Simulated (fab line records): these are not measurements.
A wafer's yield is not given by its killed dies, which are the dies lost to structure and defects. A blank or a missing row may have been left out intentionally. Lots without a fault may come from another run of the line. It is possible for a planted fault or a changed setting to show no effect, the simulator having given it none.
fab line records	flow gf180mcu
record lots=5	wafers=15	last-day=33
route steps=602 shown VT_IMPLANT@100
lots with no fault: from the same line, run without faults
start-h: the number of hours between the record's first day and the start of the first shown wafer of the lot	wait-h: time in hours since the lot's previous step	" repeats the value in the row above	L1.1+2: a row that stands for several wafers	- no value present, or no start provided	* or withheld: withheld	< > ~ a bound
route shown NAME@n: a module of which the file shows steps, and the number in the route of the first	usual: average and standard deviation across the fault-free wafers	same: alike in all rows	chamber/n: place in a boat	sites: each site's reading	_std_site: the standard deviation of these	_edge_site: outer sites' mean less inner sites'	radius-mm: how far each site lies from the wafer's centre	mask NAME#n: copy n	behind: the last tool/chamber to shape the wafer	hold: cause of the lot's hold/its duration in hours/its outcome	device: names the non-switching transistor (n, p or np)	end of line: the route-end tests of the same wafers	a step given without rows: its recipe and nothing more	killed: not the wafer's yield, but the dies lost to structure and defects at the first sort	map: shows each die of a wafer: x if killed, . if not, _ if none is there
set.NAME: setting as actually run; set.NAME@STEP: the setting as run at that earlier step	model.NAME: the simulator's own value behind a step, which no gauge read
lots seen at some steps along the route; tables by step, rows by wafer
services: when a tool's chamber went out of use (start-h, in hours from the record's first day, below 0 if earlier), for how many hours, and the reason
## steps
# step GF_VT_IMPLANT_TW_MEAS_10
# usual VT_IMPLANT_TW=568/3.3
lot.wafer	tool	chamber	start-h	wait-h	VT_IMPLANT_TW
L085.2	film-metro-02	-	181.06	0.1	570
L085.3	"	-	"	"	571
L085.4	"	-	"	"	571
L086.1	film-metro-04	-	186.90	0.1	568
L086.2	"	-	"	"	570
L086.5	"	-	"	"	569
L088.3	film-metro-04	-	193.66	0.1	566
L088.5	"	-	"	"	567
L088.6	"	-	"	"	564
L090.2	film-metro-02	-	210.75	0.1	575
L090.4	"	-	"	"	575
L090.5	"	-	"	"	571
L094.3	film-metro-04	-	235.18	0.1	573
L094.5	"	-	"	"	569
L094.6	"	-	"	"	570
# step GF_VT_IMPLANT_DEHYDRATE_11
# recipe temp-c=200	time-s=60
# usual resist-line-temp-C=23.02/0.11
# same time-s=60
lot.wafer	tool	chamber	start-h	wait-h	resist-line-temp-C
L085.2	litho-track-02	0	189.34	8.3	22.84
L085.3	"	0	"	"	22.91
L085.4	"	0	"	"	22.91
L086.1	litho-track-03	0	194.52	7.6	22.82
L086.2	"	0	"	"	22.99
L086.5	"	0	"	"	22.96
L088.3	litho-track-03	0	201.72	8.1	23.10
L088.5	"	0	"	"	23.13
L088.6	"	0	"	"	23.10
L090.2	litho-track-02	0	219.19	8.4	23.06
L090.4	"	0	"	"	23.00
L090.5	"	0	"	"	23.10
L094.3	litho-track-02	0	243.81	8.6	22.92
L094.5	"	0	"	"	23.00
L094.6	"	0	"	"	22.91
# step GF_VT_IMPLANT_HMDS_12
# recipe prime-time-s=60	prime-temp-c=120
# usual resist-line-temp-C=23.02/0.12
lot.wafer	tool	chamber	start-h	wait-h	resist-line-temp-C
L085.2	litho-track-02	0	189.49	0.1	23.19
L085.3	"	0	"	"	23.03
L085.4	"	0	"	"	23.14
L086.1	litho-track-03	0	194.67	0.1	23.00
L086.2	"	0	"	"	22.95
L086.5	"	0	"	"	22.94
L088.3	litho-track-03	0	201.87	0.1	23.17
L088.5	"	0	"	"	23.12
L088.6	"	0	"	"	23.02
L090.2	litho-track-02	0	219.34	0.1	22.91
L090.4	"	0	"	"	23.14
L090.5	"	0	"	"	23.02
L094.3	litho-track-02	0	243.96	0.1	22.93
L094.5	"	0	"	"	22.88
L094.6	"	0	"	"	23.01
# step GF_VT_IMPLANT_COAT_13
# recipe resist=NOVOLAK	spin-rpm=3000	resist-thk-nm=1000
# usual resist-line-temp-C=22.99/0.12	spin-speed-rpm=2999.9/2
lot.wafer	tool	chamber	start-h	wait-h	resist-line-temp-C	spin-speed-rpm
L085.2	litho-track-02	0	189.64	0.1	23.05	2998.3
L085.3	"	0	"	"	22.95	2999.8
L085.4	"	0	"	"	23.11	2996.6
L086.1	litho-track-03	0	194.82	0.1	22.83	3002.5
L086.2	"	0	"	"	22.87	2998.3
L086.5	"	0	"	"	22.97	3003.8
L088.3	litho-track-03	0	202.02	0.1	23.12	3000.2
L088.5	"	0	"	"	23.25	3000.1
L088.6	"	0	"	"	23.16	3003.5
L090.2	litho-track-02	0	219.49	0.1	23.07	2999.6
L090.4	"	0	"	"	22.94	2999.2
L090.5	"	0	"	"	22.97	3000.2
L094.3	litho-track-02	0	244.11	0.1	23.06	3001.4
L094.5	"	0	"	"	23.06	2997.0
L094.6	"	0	"	"	23.04	2996.3
# step GF_VT_IMPLANT_SOFTBAKE_14
# recipe temp-c=90	time-s=60	resist=NOVOLAK
# usual resist-line-temp-C=23.00/0.098
# same time-s=60
lot.wafer	tool	chamber	start-h	wait-h	resist-line-temp-C
L085.2	litho-track-02	0	189.79	0.1	23.04
L085.3	"	0	"	"	22.97
L085.4	"	0	"	"	23.01
L086.1	litho-track-03	0	194.97	0.1	22.96
L086.2	"	0	"	"	22.71
L086.5	"	0	"	"	22.92
L088.3	litho-track-03	0	202.17	0.1	22.96
L088.5	"	0	"	"	23.15
L088.6	"	0	"	"	23.12
L090.2	litho-track-02	0	219.64	0.1	22.86
L090.4	"	0	"	"	22.95
L090.5	"	0	"	"	22.84
L094.3	litho-track-02	0	244.26	0.1	23.16
L094.5	"	0	"	"	22.98
L094.6	"	0	"	"	23.12
# step GF_VT_IMPLANT_EXPOSE_15
# recipe mask-id=Nwell_LV_AREA	target-cd-nm=860	na=0.6	source-shape=conventional	sigma-outer=0.6	dose-mj=140
lot.wafer	tool	chamber	start-h	wait-h	mask
L085.2+3+4	iline-stepper-01	0	-	-	Nwell_LV_AREA#0
L086.1+2+5	iline-stepper-01	0	-	-	Nwell_LV_AREA#0
L088.3+5+6	iline-stepper-02	0	-	-	Nwell_LV_AREA#0
L090.2+4+5	iline-stepper-01	0	-	-	Nwell_LV_AREA#0
L094.3+5+6	iline-stepper-02	0	-	-	Nwell_LV_AREA#0
# step GF_VT_IMPLANT_PEB_16
# recipe temp-c=withheld	time-s=*	resist=NOVOLAK
# usual resist-line-temp-C=*
# same time-s=*
lot.wafer	tool	chamber	start-h	wait-h	resist-line-temp-C
L085.2	litho-track-01	0	-	-	*
L085.3	"	0	"	"	*
L085.4	"	0	"	"	*
L086.1	litho-track-03	0	-	-	*
L086.2	"	0	"	"	*
L086.5	"	0	"	"	*
L088.3	litho-track-02	0	-	-	*
L088.5	"	0	"	"	*
L088.6	"	0	"	"	*
L090.2	litho-track-02	0	-	-	*
L090.4	"	0	"	"	*
L090.5	"	0	"	"	*
L094.3	litho-track-02	0	-	-	*
L094.5	"	0	"	"	*
L094.6	"	0	"	"	*
# step GF_VT_IMPLANT_DEVELOP_17
# recipe develop-time-s=60	dev-temp-c=23
# usual resist-line-temp-C=23.01/0.11
lot.wafer	tool	chamber	start-h	wait-h	resist-line-temp-C
L085.2	litho-track-01	0	197.53	0.1	23.20
L085.3	"	0	"	"	23.06
L085.4	"	0	"	"	23.17
L086.1	litho-track-03	0	203.77	0.1	22.92
L086.2	"	0	"	"	22.86
L086.5	"	0	"	"	22.99
L088.3	litho-track-02	0	210.37	0.1	23.02
L088.5	"	0	"	"	22.92
L088.6	"	0	"	"	22.97
L090.2	litho-track-02	0	227.69	0.1	23.01
L090.4	"	0	"	"	22.98
L090.5	"	0	"	"	23.00
L094.3	litho-track-02	0	253.46	0.1	22.84
L094.5	"	0	"	"	23.09
L094.6	"	0	"	"	22.87
# step GF_VT_IMPLANT_OVL_MEAS_18
# usual VT_IMPLANT_01_OVL=0.2/1.4
lot.wafer	tool	chamber	start-h	wait-h	VT_IMPLANT_01_OVL[nm]
L085.2	overlay-01	-	197.66	0.1	-0.6
L085.3	"	-	"	"	3.0
L085.4	"	-	"	"	0.7
L086.1	overlay-01	-	203.92	0.1	-2.3
L086.2	"	-	"	"	-0.9
L086.5	"	-	"	"	-0.5
L088.3	overlay-02	-	210.48	0.1	1.2
L088.5	"	-	"	"	1.8
L088.6	"	-	"	"	0.9
L090.2	overlay-01	-	227.82	0.1	0.1
L090.4	"	-	"	"	-1.1
L090.5	"	-	"	"	0.3
L094.3	overlay-02	-	253.58	0.1	1.7
L094.5	"	-	"	"	-2.6
L094.6	"	-	"	"	-1.3
# step GF_VT_IMPLANT_IMPLANT_19
# recipe species=As	energy-kev=100	dose-cm2=4.35e+12	tilt-deg=7
# usual tilt-deg=6.999/0.018
# same implant-ion-amu=75
lot.wafer	tool	chamber	start-h	wait-h	tilt-deg
L085.2	implanter-01	0	197.72	0.0	6.999
L085.3	"	0	"	"	7.008
L085.4	"	0	"	"	7.020
L086.1	implanter-04	0	203.96	0.0	6.977
L086.2	"	0	"	"	7.020
L086.5	"	0	"	"	6.968
L088.3	implanter-04	0	210.55	0.1	7.016
L088.5	"	0	"	"	7.019
L088.6	"	0	"	"	6.993
L090.2	implanter-01	0	227.88	0.0	6.990
L090.4	"	0	"	"	6.998
L090.5	"	0	"	"	6.999
L094.3	implanter-01	0	253.65	0.1	7.000
L094.5	"	0	"	"	6.980
L094.6	"	0	"	"	7.003
# step GF_VT_IMPLANT_STRIP_20
# recipe chemistry=O2/N2	power-w=1400	pressure-mtorr=1500	platen-temp-c=250	o2-flow-sccm=3000	n2-flow-sccm=300	overash-fraction=0.5
# usual chamber-pressure-mTorr=1499.9/1.4	drypump-motor-current-A=5.8/0.36	heater-power-w=328/36	oes-product-au=0.716/0.0046	strip-time-to-endpoint-s=12.63/0.031
lot.wafer	tool	chamber	start-h	wait-h	chamber-pressure-mTorr	drypump-motor-current-A	heater-power-w	oes-product-au	rf-hours-counter-h	strip-time-to-endpoint-s
L085.2	plasma-asher-02	1	197.84	0.1	1498.8	5.5	298	0.718	51	12.60
L085.3	"	1	"	"	1500.1	5.5	296	0.720	-	12.63
L085.4	"	0	"	"	1498.8	6.2	342	0.722	-	12.65
L086.1	plasma-asher-03	0	204.11	0.1	1499.7	5.3	310	0.711	44	12.66
L086.2	"	1	"	"	1500.1	5.4	374	0.725	44	12.62
L086.5	"	1	"	"	1497.7	5.5	364	0.715	-	12.65
L088.3	plasma-asher-03	1	210.68	0.1	1496.6	5.5	368	0.723	-	12.65
L088.5	"	0	"	"	1498.6	5.3	317	0.712	-	12.61
L088.6	"	1	"	"	1501.5	5.5	375	0.714	-	12.60
L090.2	plasma-asher-02	0	228.00	0.1	1502.5	6.2	334	0.711	54	12.66
L090.4	"	1	"	"	1499.7	5.5	286	0.721	-	12.64
L090.5	"	1	"	"	1500.2	5.5	289	0.710	-	12.69
L094.3	plasma-asher-02	0	253.78	0.1	1499.6	6.2	340	0.720	-	12.61
L094.5	"	1	"	"	1500.7	5.5	289	0.723	-	12.62
L094.6	"	0	"	"	1497.9	6.2	338	0.720	-	12.59
# step GF_VT_IMPLANT_TW_MEAS_21
# usual VT_IMPLANT_2_TW=1223/8.5
lot.wafer	tool	chamber	start-h	wait-h	VT_IMPLANT_2_TW
L085.2	film-metro-04	-	197.95	0.1	1211
L085.3	"	-	"	"	1213
L085.4	"	-	"	"	1222
L086.1	film-metro-04	-	204.21	0.1	1213
L086.2	"	-	"	"	1217
L086.5	"	-	"	"	1222
L088.3	film-metro-04	-	210.79	0.1	1216
L088.5	"	-	"	"	1218
L088.6	"	-	"	"	1212
L090.2	film-metro-01	-	228.11	0.1	1214
L090.4	"	-	"	"	1214
L090.5	"	-	"	"	1217
L094.3	film-metro-04	-	253.87	0.1	1206
L094.5	"	-	"	"	1206
L094.6	"	-	"	"	1208
# step GF_VT_IMPLANT_DEHYDRATE_22
# recipe temp-c=200	time-s=60
# usual resist-line-temp-C=22.99/0.092
# same time-s=60
lot.wafer	tool	chamber	start-h	wait-h	resist-line-temp-C
L085.2	litho-track-01	0	206.23	8.3	22.93
L085.3	"	0	"	"	23.07
L085.4	"	0	"	"	22.92
L086.1	litho-track-01	0	212.00	7.8	23.04
L086.2	"	0	"	"	22.99
L086.5	"	0	"	"	22.96
L088.3	litho-track-03	0	219.37	8.6	22.82
L088.5	"	0	"	"	23.09
L088.6	"	0	"	"	22.93
L090.2	litho-track-03	0	236.20	8.1	22.94
L090.4	"	0	"	"	23.07
L090.5	"	0	"	"	23.11
L094.3	litho-track-02	0	262.81	8.9	22.94
L094.5	"	0	"	"	22.87
L094.6	"	0	"	"	23.06
# step GF_VT_IMPLANT_HMDS_23
# recipe prime-time-s=60	prime-temp-c=120
# usual resist-line-temp-C=22.99/0.12
lot.wafer	tool	chamber	start-h	wait-h	resist-line-temp-C
L085.2	litho-track-01	0	206.38	0.1	23.04
L085.3	"	0	"	"	22.98
L085.4	"	0	"	"	23.00
L086.1	litho-track-01	0	212.15	0.1	23.01
L086.2	"	0	"	"	23.03
L086.5	"	0	"	"	23.08
L088.3	litho-track-03	0	219.52	0.1	23.07
L088.5	"	0	"	"	23.01
L088.6	"	0	"	"	23.11
L090.2	litho-track-03	0	236.35	0.1	22.75
L090.4	"	0	"	"	22.76
L090.5	"	0	"	"	22.77
L094.3	litho-track-02	0	262.96	0.1	23.06
L094.5	"	0	"	"	23.12
L094.6	"	0	"	"	23.02
# step GF_VT_IMPLANT_COAT_24
# recipe resist=NOVOLAK	spin-rpm=3000	resist-thk-nm=1000
# usual resist-line-temp-C=23.00/0.1	spin-speed-rpm=2999.5/2.1
lot.wafer	tool	chamber	start-h	wait-h	resist-line-temp-C	spin-speed-rpm
L085.2	litho-track-01	0	206.53	0.1	23.08	3002.4
L085.3	"	0	"	"	23.03	3002.0
L085.4	"	0	"	"	22.94	3001.4
L086.1	litho-track-01	0	212.30	0.1	22.92	2997.8
L086.2	"	0	"	"	23.01	2998.4
L086.5	"	0	"	"	23.03	2997.2
L088.3	litho-track-03	0	219.67	0.1	22.90	2999.8
L088.5	"	0	"	"	22.86	2998.5
L088.6	"	0	"	"	22.98	2999.2
L090.2	litho-track-03	0	236.50	0.1	23.08	2995.9
L090.4	"	0	"	"	22.96	2996.2
L090.5	"	0	"	"	22.96	2995.5
L094.3	litho-track-02	0	263.11	0.1	22.99	2999.4
L094.5	"	0	"	"	22.93	3005.5
L094.6	"	0	"	"	22.91	2999.3
# step GF_VT_IMPLANT_SOFTBAKE_25
# recipe temp-c=90	time-s=60	resist=NOVOLAK
# usual resist-line-temp-C=23.01/0.094
# same time-s=60
lot.wafer	tool	chamber	start-h	wait-h	resist-line-temp-C
L085.2	litho-track-01	0	206.68	0.1	22.95
L085.3	"	0	"	"	23.09
L085.4	"	0	"	"	22.87
L086.1	litho-track-01	0	212.45	0.1	22.92
L086.2	"	0	"	"	23.02
L086.5	"	0	"	"	22.92
L088.3	litho-track-03	0	219.82	0.1	22.90
L088.5	"	0	"	"	22.95
L088.6	"	0	"	"	23.00
L090.2	litho-track-03	0	236.65	0.1	23.01
L090.4	"	0	"	"	23.22
L090.5	"	0	"	"	23.11
L094.3	litho-track-02	0	263.26	0.1	23.12
L094.5	"	0	"	"	22.99
L094.6	"	0	"	"	23.20
# step GF_VT_IMPLANT_EXPOSE_26
# recipe mask-id=LVPWELL_HV_AREA	target-cd-nm=860	na=0.6	source-shape=conventional	sigma-outer=0.6	dose-mj=140
lot.wafer	tool	chamber	start-h	wait-h	mask
L085.2+3+4	iline-stepper-02	0	-	-	LVPWELL_HV_AREA#0
L086.1+2+5	iline-stepper-02	0	-	-	LVPWELL_HV_AREA#0
L088.3+5+6	iline-stepper-02	0	-	-	LVPWELL_HV_AREA#0
L090.2+4+5	iline-stepper-01	0	-	-	LVPWELL_HV_AREA#0
L094.3+5+6	iline-stepper-01	0	-	-	LVPWELL_HV_AREA#0
# step GF_VT_IMPLANT_PEB_27
# recipe temp-c=withheld	time-s=*	resist=NOVOLAK
# usual resist-line-temp-C=*
# same time-s=*
lot.wafer	tool	chamber	start-h	wait-h	resist-line-temp-C
L085.2	litho-track-03	0	-	-	*
L085.3	"	0	"	"	*
L085.4	"	0	"	"	*
L086.1	litho-track-03	0	-	-	*
L086.2	"	0	"	"	*
L086.5	"	0	"	"	*
L088.3	litho-track-02	0	-	-	*
L088.5	"	0	"	"	*
L088.6	"	0	"	"	*
L090.2	litho-track-02	0	-	-	*
L090.4	"	0	"	"	*
L090.5	"	0	"	"	*
L094.3	litho-track-01	0	-	-	*
L094.5	"	0	"	"	*
L094.6	"	0	"	"	*
# step GF_VT_IMPLANT_DEVELOP_28
# recipe develop-time-s=60	dev-temp-c=23
# usual resist-line-temp-C=23.02/0.095
lot.wafer	tool	chamber	start-h	wait-h	resist-line-temp-C
L085.2	litho-track-03	0	215.45	0.1	22.96
L085.3	"	0	"	"	22.97
L085.4	"	0	"	"	22.94
L086.1	litho-track-03	0	221.37	0.1	23.09
L086.2	"	0	"	"	23.11
L086.5	"	0	"	"	22.99
L088.3	litho-track-02	0	228.02	0.1	23.12
L088.5	"	0	"	"	23.01
L088.6	"	0	"	"	23.22
L090.2	litho-track-02	0	245.44	0.1	23.17
L090.4	"	0	"	"	23.06
L090.5	"	0	"	"	23.05
L094.3	litho-track-01	0	272.15	0.1	23.16
L094.5	"	0	"	"	23.01
L094.6	"	0	"	"	22.97
# step GF_VT_IMPLANT_OVL_MEAS_29
# usual VT_IMPLANT_02_OVL=-1.0/1.2
lot.wafer	tool	chamber	start-h	wait-h	VT_IMPLANT_02_OVL[nm]
L085.2	overlay-02	-	215.58	0.1	-0.8
L085.3	"	-	"	"	-0.7
L085.4	"	-	"	"	-1.9
L086.1	overlay-01	-	221.52	0.1	0.4
L086.2	"	-	"	"	-1.2
L086.5	"	-	"	"	-1.2
L088.3	overlay-02	-	228.13	0.1	-0.3
L088.5	"	-	"	"	1.4
L088.6	"	-	"	"	-0.9
L090.2	overlay-02	-	245.57	0.1	-3.5
L090.4	"	-	"	"	-0.7
L090.5	"	-	"	"	-1.8
L094.3	overlay-02	-	272.26	0.1	-0.2
L094.5	"	-	"	"	-0.1
L094.6	"	-	"	"	0.1
# step GF_VT_IMPLANT_IMPLANT_30
# recipe species=B	energy-kev=25	dose-cm2=2.534e+12	tilt-deg=7
# usual tilt-deg=7.003/0.023
# same implant-ion-amu=11
lot.wafer	tool	chamber	start-h	wait-h	tilt-deg
L085.2	implanter-04	0	215.64	0.0	7.024
L085.3	"	0	"	"	7.012
L085.4	"	0	"	"	7.055
L086.1	implanter-04	0	221.56	0.0	7.013
L086.2	"	0	"	"	7.032
L086.5	"	0	"	"	7.029
L088.3	implanter-03	0	228.20	0.1	7.015
L088.5	"	0	"	"	6.987
L088.6	"	0	"	"	6.997
L090.2	implanter-03	0	245.63	0.0	6.962
L090.4	"	0	"	"	6.987
L090.5	"	0	"	"	6.988
L094.3	implanter-04	0	272.34	0.1	6.991
L094.5	"	0	"	"	6.979
L094.6	"	0	"	"	6.996
# step GF_VT_IMPLANT_STRIP_31
# recipe chemistry=O2/N2	power-w=1400	pressure-mtorr=1500	platen-temp-c=250	o2-flow-sccm=3000	n2-flow-sccm=300	overash-fraction=0.5
# usual chamber-pressure-mTorr=1500.1/1.3	drypump-motor-current-A=5.7/0.37	heater-power-w=331/34	oes-product-au=0.716/0.0048	strip-time-to-endpoint-s=12.63/0.034
lot.wafer	tool	chamber	start-h	wait-h	chamber-pressure-mTorr	drypump-motor-current-A	heater-power-w	oes-product-au	rf-hours-counter-h	strip-time-to-endpoint-s
L085.2	plasma-asher-03	1	215.76	0.1	1501.5	5.5	367	0.716	45	12.67
L085.3	"	1	"	"	1500.0	5.4	371	0.716	-	12.66
L085.4	"	0	"	"	1500.6	5.4	321	0.712	-	12.66
L086.1	plasma-asher-02	0	221.71	0.1	1499.2	6.2	335	0.712	53	12.64
L086.2	"	1	"	"	1500.2	5.5	291	0.713	53	12.61
L086.5	"	1	"	"	1500.9	5.5	290	0.714	-	12.62
L088.3	plasma-asher-02	1	228.33	0.1	1500.6	5.5	282	0.722	-	12.61
L088.5	"	1	"	"	1498.9	5.5	292	0.716	-	12.64
L088.6	"	0	"	"	1500.2	6.2	334	0.719	-	12.63
L090.2	plasma-asher-03	0	245.75	0.1	1497.6	5.4	314	0.713	49	12.66
L090.4	"	1	"	"	1500.2	5.5	364	0.715	-	12.66
L090.5	"	1	"	"	1501.5	5.5	368	0.708	-	12.65
L094.3	plasma-asher-03	1	272.47	0.1	1500.0	5.4	372	0.726	-	12.53
L094.5	"	0	"	"	1501.0	5.3	315	0.721	-	12.62
L094.6	"	1	"	"	1499.7	5.4	368	0.716	-	12.58
# step GF_VT_IMPLANT_TW_MEAS_32
# usual VT_IMPLANT_3_TW=270.8/1.9
lot.wafer	tool	chamber	start-h	wait-h	VT_IMPLANT_3_TW
L085.2	film-metro-02	-	215.87	0.1	272.6
L085.3	"	-	"	"	271.9
L085.4	"	-	"	"	273.6
L086.1	film-metro-02	-	221.81	0.1	271.4
L086.2	"	-	"	"	271.1
L086.5	"	-	"	"	270.1
L088.3	film-metro-04	-	228.42	0.1	272.2
L088.5	"	-	"	"	273.1
L088.6	"	-	"	"	271.5
L090.2	film-metro-04	-	245.86	0.1	268.5
L090.4	"	-	"	"	267.3
L090.5	"	-	"	"	268.2
L094.3	film-metro-02	-	272.56	0.1	273.6
L094.5	"	-	"	"	271.6
L094.6	"	-	"	"	273.6
# step GF_VT_IMPLANT_DEHYDRATE_33
# recipe temp-c=200	time-s=60
# usual resist-line-temp-C=23.03/0.11
# same time-s=60
lot.wafer	tool	chamber	start-h	wait-h	resist-line-temp-C
L085.2	litho-track-01	0	224.23	8.3	23.02
L085.3	"	0	"	"	23.13
L085.4	"	0	"	"	23.05
L086.1	litho-track-01	0	229.85	8.0	23.03
L086.2	"	0	"	"	23.00
L086.5	"	0	"	"	22.88
L088.3	litho-track-03	0	236.82	8.4	23.19
L088.5	"	0	"	"	23.22
L088.6	"	0	"	"	23.18
L090.2	litho-track-01	0	254.53	8.7	22.85
L090.4	"	0	"	"	23.18
L090.5	"	0	"	"	23.01
L094.3	litho-track-03	0	281.72	9.2	23.08
L094.5	"	0	"	"	23.00
L094.6	"	0	"	"	23.15
# step GF_VT_IMPLANT_HMDS_34
# recipe prime-time-s=60	prime-temp-c=120
# usual resist-line-temp-C=23.01/0.13
lot.wafer	tool	chamber	start-h	wait-h	resist-line-temp-C
L085.2	litho-track-01	0	224.38	0.1	23.08
L085.3	"	0	"	"	23.27
L085.4	"	0	"	"	23.08
L086.1	litho-track-01	0	230.00	0.1	22.96
L086.2	"	0	"	"	22.85
L086.5	"	0	"	"	22.98
L088.3	litho-track-03	0	236.97	0.1	23.06
L088.5	"	0	"	"	22.96
L088.6	"	0	"	"	22.84
L090.2	litho-track-01	0	254.68	0.1	23.17
L090.4	"	0	"	"	23.02
L090.5	"	0	"	"	23.14
L094.3	litho-track-03	0	281.87	0.1	22.73
L094.5	"	0	"	"	22.94
L094.6	"	0	"	"	22.92
# step GF_VT_IMPLANT_COAT_35
# recipe resist=NOVOLAK	spin-rpm=3000	resist-thk-nm=1000
# usual resist-line-temp-C=22.98/0.11	spin-speed-rpm=3000.2/2.1
lot.wafer	tool	chamber	start-h	wait-h	resist-line-temp-C	spin-speed-rpm
L085.2	litho-track-01	0	224.53	0.1	23.12	3001.5
L085.3	"	0	"	"	23.09	2997.9
L085.4	"	0	"	"	22.92	3000.2
L086.1	litho-track-01	0	230.15	0.1	22.89	3000.7
L086.2	"	0	"	"	22.91	3000.9
L086.5	"	0	"	"	22.89	3002.4
L088.3	litho-track-03	0	237.12	0.1	23.07	2998.8
L088.5	"	0	"	"	22.93	2999.1
L088.6	"	0	"	"	23.05	2999.2
L090.2	litho-track-01	0	254.83	0.1	23.06	2997.8
L090.4	"	0	"	"	22.92	3000.3
L090.5	"	0	"	"	22.94	3000.3
L094.3	litho-track-03	0	282.02	0.1	22.77	3000.3
L094.5	"	0	"	"	22.87	3000.1
L094.6	"	0	"	"	22.97	3002.5
# step GF_VT_IMPLANT_SOFTBAKE_36
# recipe temp-c=90	time-s=60	resist=NOVOLAK
# usual resist-line-temp-C=23.02/0.11
# same time-s=60
lot.wafer	tool	chamber	start-h	wait-h	resist-line-temp-C
L085.2	litho-track-01	0	224.68	0.1	22.91
L085.3	"	0	"	"	23.10
L085.4	"	0	"	"	23.09
L086.1	litho-track-01	0	230.30	0.1	22.93
L086.2	"	0	"	"	22.97
L086.5	"	0	"	"	22.93
L088.3	litho-track-03	0	237.27	0.1	23.03
L088.5	"	0	"	"	23.15
L088.6	"	0	"	"	22.96
L090.2	litho-track-01	0	254.98	0.1	23.03
L090.4	"	0	"	"	22.99
L090.5	"	0	"	"	22.92
L094.3	litho-track-03	0	282.17	0.1	23.15
L094.5	"	0	"	"	22.94
L094.6	"	0	"	"	23.04
# step GF_VT_IMPLANT_EXPOSE_37
# recipe mask-id=Nwell_HV_AREA	target-cd-nm=860	na=0.6	source-shape=conventional	sigma-outer=0.6	dose-mj=140
lot.wafer	tool	chamber	start-h	wait-h	mask
L085.2+3+4	iline-stepper-01	0	-	-	Nwell_HV_AREA#0
L086.1+2+5	iline-stepper-02	0	-	-	Nwell_HV_AREA#0
L088.3+5+6	iline-stepper-01	0	-	-	Nwell_HV_AREA#0
L090.2+4+5	iline-stepper-02	0	-	-	Nwell_HV_AREA#0
L094.3+5+6	iline-stepper-02	0	-	-	Nwell_HV_AREA#0
# step GF_VT_IMPLANT_PEB_38
# recipe temp-c=withheld	time-s=*	resist=NOVOLAK
# usual resist-line-temp-C=*
# same time-s=*
lot.wafer	tool	chamber	start-h	wait-h	resist-line-temp-C
L085.2	litho-track-02	0	-	-	*
L085.3	"	0	"	"	*
L085.4	"	0	"	"	*
L086.1	litho-track-02	0	-	-	*
L086.2	"	0	"	"	*
L086.5	"	0	"	"	*
L088.3	litho-track-03	0	-	-	*
L088.5	"	0	"	"	*
L088.6	"	0	"	"	*
L090.2	litho-track-02	0	-	-	*
L090.4	"	0	"	"	*
L090.5	"	0	"	"	*
L094.3	litho-track-03	0	-	-	*
L094.5	"	0	"	"	*
L094.6	"	0	"	"	*
## services
tool	chamber	start-h	hours	kind
implanter-04	-	199.60	1.0	repair
implanter-03	-	213.78	1.2	repair
implanter-01	-	218.90	1.5	repair
iline-stepper-01	0	221.11	-	calibration
iline-stepper-01	-	225.31	10.7	repair
iline-stepper-02	-	236.11	1.7	pm
implanter-01	-	245.50	3.8	pm
implanter-04	-	262.64	3.2	pm
implanter-03	-	267.95	1.7	repair
## key
fault none
